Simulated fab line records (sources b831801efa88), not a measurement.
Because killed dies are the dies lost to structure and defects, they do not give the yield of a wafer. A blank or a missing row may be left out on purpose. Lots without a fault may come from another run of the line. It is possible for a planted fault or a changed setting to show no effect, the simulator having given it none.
Which tool is to blame? / flow sky130 / 15 lots with 45 wafers sampled at 4 steps, on a route of 708 steps

WHAT EACH GAUGE READ, for each wafer
No reading from a measuring or inspecting step in the record can be judged against a usual standard deviation.

TOOL THAT RAN EACH LOT (tool first, then ch and the chambers of the sampled wafers, then the start)
lot=L209; SKY_LI_CONTACT_SPUTTER_20=pvd sputter-02, day 30 07:49; SKY_LOCAL_INTERCONNECT_PEB_09=litho track-03 ch 0, day 31 12:00; SKY_LOCAL_INTERCONNECT_ETCH_13=rie metal-04 ch 0,1, day 31 12:46; SKY_CONTACT_CVD_00=pecvd-01 ch 0,1, day 31 13:34
lot=L211; SKY_LI_CONTACT_SPUTTER_20=pvd sputter-04, day 30 11:40; SKY_LOCAL_INTERCONNECT_PEB_09=litho track-03 ch 0, day 31 16:00; SKY_LOCAL_INTERCONNECT_ETCH_13=rie metal-04 ch 0,1, day 31 16:47; SKY_CONTACT_CVD_00=pecvd-04 ch 0,1,2, day 31 17:32
lot=L213; SKY_LI_CONTACT_SPUTTER_20=pvd sputter-02, day 30 21:39; SKY_LOCAL_INTERCONNECT_PEB_09=litho track-02 ch 0, day 32 01:00; SKY_LOCAL_INTERCONNECT_ETCH_13=rie metal-04 ch 0,1, day 32 02:22; SKY_CONTACT_CVD_00=pecvd-03 ch 0,2, day 32 03:23
lot=L214; SKY_LI_CONTACT_SPUTTER_20=pvd sputter-01, day 31 18:32; SKY_LOCAL_INTERCONNECT_PEB_09=litho track-02 ch 0, day 32 22:00; SKY_LOCAL_INTERCONNECT_ETCH_13=rie metal-02 ch 0,1, day 32 22:31; SKY_CONTACT_CVD_00=pecvd-03 ch 0,1,2, day 32 23:11
lot=L216; SKY_LI_CONTACT_SPUTTER_20=pvd sputter-04, day 31 19:33; SKY_LOCAL_INTERCONNECT_PEB_09=litho track-01, day 32 22:00; SKY_LOCAL_INTERCONNECT_ETCH_13=rie metal-03 ch 0,1, day 32 23:27; SKY_CONTACT_CVD_00=-
lot=L217; SKY_LI_CONTACT_SPUTTER_20=pvd sputter-04, day 32 06:42; SKY_LOCAL_INTERCONNECT_PEB_09=litho track-02, day 33 10:00; SKY_LOCAL_INTERCONNECT_ETCH_13=rie metal-04 ch 0,1, day 33 10:47; SKY_CONTACT_CVD_00=-
lot=L218; SKY_LI_CONTACT_SPUTTER_20=pvd sputter-01, day 32 16:17; SKY_LOCAL_INTERCONNECT_PEB_09=litho track-03, day 33 19:00; SKY_LOCAL_INTERCONNECT_ETCH_13=rie metal-03 ch 0,1, day 33 20:11; SKY_CONTACT_CVD_00=-
lot=L221; SKY_LI_CONTACT_SPUTTER_20=pvd sputter-04, day 33 10:56; SKY_LOCAL_INTERCONNECT_PEB_09=litho track-03 ch 0, day 34 13:00; SKY_LOCAL_INTERCONNECT_ETCH_13=rie metal-02 ch 0,1, day 34 14:02; SKY_CONTACT_CVD_00=pecvd-03 ch 0,1,2, day 34 14:45
lot=L222; SKY_LI_CONTACT_SPUTTER_20=pvd sputter-04, day 33 17:52; SKY_LOCAL_INTERCONNECT_PEB_09=litho track-02 ch 0, day 34 20:00; SKY_LOCAL_INTERCONNECT_ETCH_13=rie metal-04 ch 1, day 34 20:56; SKY_CONTACT_CVD_00=pecvd-04 ch 0,2, day 34 21:38
lot=L223; SKY_LI_CONTACT_SPUTTER_20=pvd sputter-04, day 33 22:26; SKY_LOCAL_INTERCONNECT_PEB_09=litho track-03 ch 0, day 35 02:00; SKY_LOCAL_INTERCONNECT_ETCH_13=rie metal-04 ch 0,1, day 35 02:37; SKY_CONTACT_CVD_00=pecvd-03 ch 0,1, day 35 03:22
lot=L225; SKY_LI_CONTACT_SPUTTER_20=pvd sputter-01, day 34 11:54; SKY_LOCAL_INTERCONNECT_PEB_09=litho track-02 ch 0, day 35 15:00; SKY_LOCAL_INTERCONNECT_ETCH_13=rie metal-03 ch 1, day 35 15:43; SKY_CONTACT_CVD_00=pecvd-03 ch 1,2, day 35 16:31
lot=L226; SKY_LI_CONTACT_SPUTTER_20=pvd sputter-01, day 35 04:32; SKY_LOCAL_INTERCONNECT_PEB_09=litho track-03 ch 0, day 36 07:00; SKY_LOCAL_INTERCONNECT_ETCH_13=rie metal-02 ch 0,1, day 36 07:34; SKY_CONTACT_CVD_00=pecvd-04 ch 0,2, day 36 08:16
lot=L227; SKY_LI_CONTACT_SPUTTER_20=pvd sputter-02, day 35 05:52; SKY_LOCAL_INTERCONNECT_PEB_09=litho track-02 ch 0, day 36 08:00; SKY_LOCAL_INTERCONNECT_ETCH_13=rie metal-04 ch 0,1, day 36 08:29; SKY_CONTACT_CVD_00=pecvd-01 ch 0,1,2, day 36 09:11
lot=L228; SKY_LI_CONTACT_SPUTTER_20=pvd sputter-04, day 35 17:34; SKY_LOCAL_INTERCONNECT_PEB_09=litho track-02 ch 0, day 36 19:00; SKY_LOCAL_INTERCONNECT_ETCH_13=rie metal-04 ch 0,1, day 36 19:35; SKY_CONTACT_CVD_00=pecvd-01 ch 0,2, day 36 20:18
lot=L229; SKY_LI_CONTACT_SPUTTER_20=pvd sputter-01, day 35 23:29; SKY_LOCAL_INTERCONNECT_PEB_09=litho track-02 ch 0, day 37 02:00; SKY_LOCAL_INTERCONNECT_ETCH_13=rie metal-02 ch 0,1, day 37 02:29; SKY_CONTACT_CVD_00=pecvd-04 ch 0,1,2, day 37 03:16
- SKY_LI_CONTACT_SPUTTER_20: material TiN, target thk 20 nm, time 80 s.
- SKY_LOCAL_INTERCONNECT_PEB_09
- SKY_LOCAL_INTERCONNECT_ETCH_13: etches BARC in N2/H2, stops on SiO2, time 45.9 s, target depth 60 nm.
- SKY_CONTACT_CVD_00: deposits Si3N4, target thk 75 nm.

WHAT THE TOOLS THEMSELVES READ (means of the sampled wafers that have a number; where no wafer has one, the mark that the record gives instead)
SKY_LI_CONTACT_SPUTTER_20.
lot=L209; tool=pvd sputter-02; cathode dc power W (W)=4000.8; throttle valve pct (%)=31.0
lot=L211; tool=pvd sputter-04; cathode dc power W (W)=4000.2; throttle valve pct (%)=30.6
lot=L213; tool=pvd sputter-02; cathode dc power W (W)=3999.9; throttle valve pct (%)=30.3
lot=L214; tool=pvd sputter-01; cathode dc power W (W)=4000.0; throttle valve pct (%)=30.5
lot=L216; tool=pvd sputter-04; cathode dc power W (W)=4000.3; throttle valve pct (%)=30.3
lot=L217; tool=pvd sputter-04; cathode dc power W (W)=3999.9; throttle valve pct (%)=30.0
lot=L218; tool=pvd sputter-01; cathode dc power W (W)=3999.9; throttle valve pct (%)=30.3
lot=L221; tool=pvd sputter-04; cathode dc power W (W)=4000.4; throttle valve pct (%)=29.5
lot=L222; tool=pvd sputter-04; cathode dc power W (W)=4000.7; throttle valve pct (%)=29.9
lot=L223; tool=pvd sputter-04; cathode dc power W (W)=3999.2; throttle valve pct (%)=30.3
lot=L225; tool=pvd sputter-01; cathode dc power W (W)=4000.6; throttle valve pct (%)=30.4
lot=L226; tool=pvd sputter-01; cathode dc power W (W)=3999.9; throttle valve pct (%)=30.7
lot=L227; tool=pvd sputter-02; cathode dc power W (W)=3999.9; throttle valve pct (%)=31.0
lot=L228; tool=pvd sputter-04; cathode dc power W (W)=4000.2; throttle valve pct (%)=30.1
lot=L229; tool=pvd sputter-01; cathode dc power W (W)=3999.9; throttle valve pct (%)=30.8

SKY_LOCAL_INTERCONNECT_PEB_09.
lot=L209; tool=litho track-03; exhaust pa (Pa)=45.1
lot=L211; tool=litho track-03; exhaust pa (Pa)=44.7
lot=L213; tool=litho track-02; exhaust pa (Pa)=45.2
lot=L214; tool=litho track-02; exhaust pa (Pa)=45.5
lot=L216; tool=litho track-01; exhaust pa (Pa)=-
lot=L217; tool=litho track-02; exhaust pa (Pa)=-
lot=L218; tool=litho track-03; exhaust pa (Pa)=-
lot=L221; tool=litho track-03; exhaust pa (Pa)=43.6
lot=L222; tool=litho track-02; exhaust pa (Pa)=45.3
lot=L223; tool=litho track-03; exhaust pa (Pa)=45.2
lot=L225; tool=litho track-02; exhaust pa (Pa)=46.0
lot=L226; tool=litho track-03; exhaust pa (Pa)=46.0
lot=L227; tool=litho track-02; exhaust pa (Pa)=44.9
lot=L228; tool=litho track-02; exhaust pa (Pa)=44.5
lot=L229; tool=litho track-02; exhaust pa (Pa)=44.8

SKY_LOCAL_INTERCONNECT_ETCH_13.
lot=L209; tool=rie metal-04; drypump motor current A (A)=5.0; n2 flow sccm (sccm)=100.0; oes product au (a.u.)=0.852; throttle valve pct (%)=13.232
lot=L211; tool=rie metal-04; drypump motor current A (A)=4.9; n2 flow sccm (sccm)=100.2; oes product au (a.u.)=0.850; throttle valve pct (%)=13.221
lot=L213; tool=rie metal-04; drypump motor current A (A)=4.9; n2 flow sccm (sccm)=100.3; oes product au (a.u.)=0.853; throttle valve pct (%)=13.226
lot=L214; tool=rie metal-02; drypump motor current A (A)=5.7; n2 flow sccm (sccm)=99.6; oes product au (a.u.)=0.850; throttle valve pct (%)=13.220
lot=L216; tool=rie metal-03; drypump motor current A (A)=6.3; n2 flow sccm (sccm)=100.1; oes product au (a.u.)=0.856; throttle valve pct (%)=13.227
lot=L217; tool=rie metal-04; drypump motor current A (A)=5.0; n2 flow sccm (sccm)=100.1; oes product au (a.u.)=0.856; throttle valve pct (%)=13.234
lot=L218; tool=rie metal-03; drypump motor current A (A)=6.0; n2 flow sccm (sccm)=100.3; oes product au (a.u.)=0.848; throttle valve pct (%)=13.219
lot=L221; tool=rie metal-02; drypump motor current A (A)=5.5; n2 flow sccm (sccm)=100.2; oes product au (a.u.)=0.854; throttle valve pct (%)=13.225
lot=L222; tool=rie metal-04; drypump motor current A (A)=5.2; n2 flow sccm (sccm)=100.0; oes product au (a.u.)=0.848; throttle valve pct (%)=13.222
lot=L223; tool=rie metal-04; drypump motor current A (A)=5.0; n2 flow sccm (sccm)=99.9; oes product au (a.u.)=0.851; throttle valve pct (%)=13.214
lot=L225; tool=rie metal-03; drypump motor current A (A)=6.5; n2 flow sccm (sccm)=100.5; oes product au (a.u.)=0.854; throttle valve pct (%)=13.225
lot=L226; tool=rie metal-02; drypump motor current A (A)=5.7; n2 flow sccm (sccm)=99.9; oes product au (a.u.)=0.850; throttle valve pct (%)=13.230
lot=L227; tool=rie metal-04; drypump motor current A (A)=4.9; n2 flow sccm (sccm)=100.1; oes product au (a.u.)=0.857; throttle valve pct (%)=13.227
lot=L228; tool=rie metal-04; drypump motor current A (A)=4.9; n2 flow sccm (sccm)=99.9; oes product au (a.u.)=0.857; throttle valve pct (%)=13.237
lot=L229; tool=rie metal-02; drypump motor current A (A)=5.7; n2 flow sccm (sccm)=99.9; oes product au (a.u.)=0.855; throttle valve pct (%)=13.229

SKY_CONTACT_CVD_00.
lot=L209; tool=pecvd-01; heater power w (W)=668
lot=L211; tool=pecvd-04; heater power w (W)=702
lot=L213; tool=pecvd-03; heater power w (W)=802
lot=L214; tool=pecvd-03; heater power w (W)=725
lot=L221; tool=pecvd-03; heater power w (W)=730
lot=L222; tool=pecvd-04; heater power w (W)=685
lot=L223; tool=pecvd-03; heater power w (W)=613
lot=L225; tool=pecvd-03; heater power w (W)=787
lot=L226; tool=pecvd-04; heater power w (W)=685
lot=L227; tool=pecvd-01; heater power w (W)=765
lot=L228; tool=pecvd-01; heater power w (W)=796
lot=L229; tool=pecvd-04; heater power w (W)=676

THE ANSWER, worked out from the rows above alone
Rule: the lots themselves supply what counts as usual. Put in order of their means at a reading, lots are off if they are a third of the lots or fewer, leave a main group of 4 or more, and stand apart from it by a gap of 3 or more times the standard deviation of the main group's means; of several such gaps the widest counts. A main group whose means are all the same, to the digits that the tables above print for the reading, isn't used. Also off: a lot with no number at a reading for which 4 or more lots have one. The other lots that the step has rows for count as sound. First the gauges in route order, then the tools' own readings, where a lot's mean is used as printed above. The first step at which some lot is off is used, and at that step the reading that is off furthest; a lot without a number counts as furthest.
Off, at SKY_LOCAL_INTERCONNECT_PEB_09 on exhaust pa: L216, L217, L218. Without a number there: L216, L217, L218. The main group: mean 45.1 Pa, standard deviation 0.63.
A tool fits if, at that step or a process step before it, it ran every lot that is off, and no sound lot after the first of them. Of those tried, none fits.

WHAT THE SIMULATOR PUT IN
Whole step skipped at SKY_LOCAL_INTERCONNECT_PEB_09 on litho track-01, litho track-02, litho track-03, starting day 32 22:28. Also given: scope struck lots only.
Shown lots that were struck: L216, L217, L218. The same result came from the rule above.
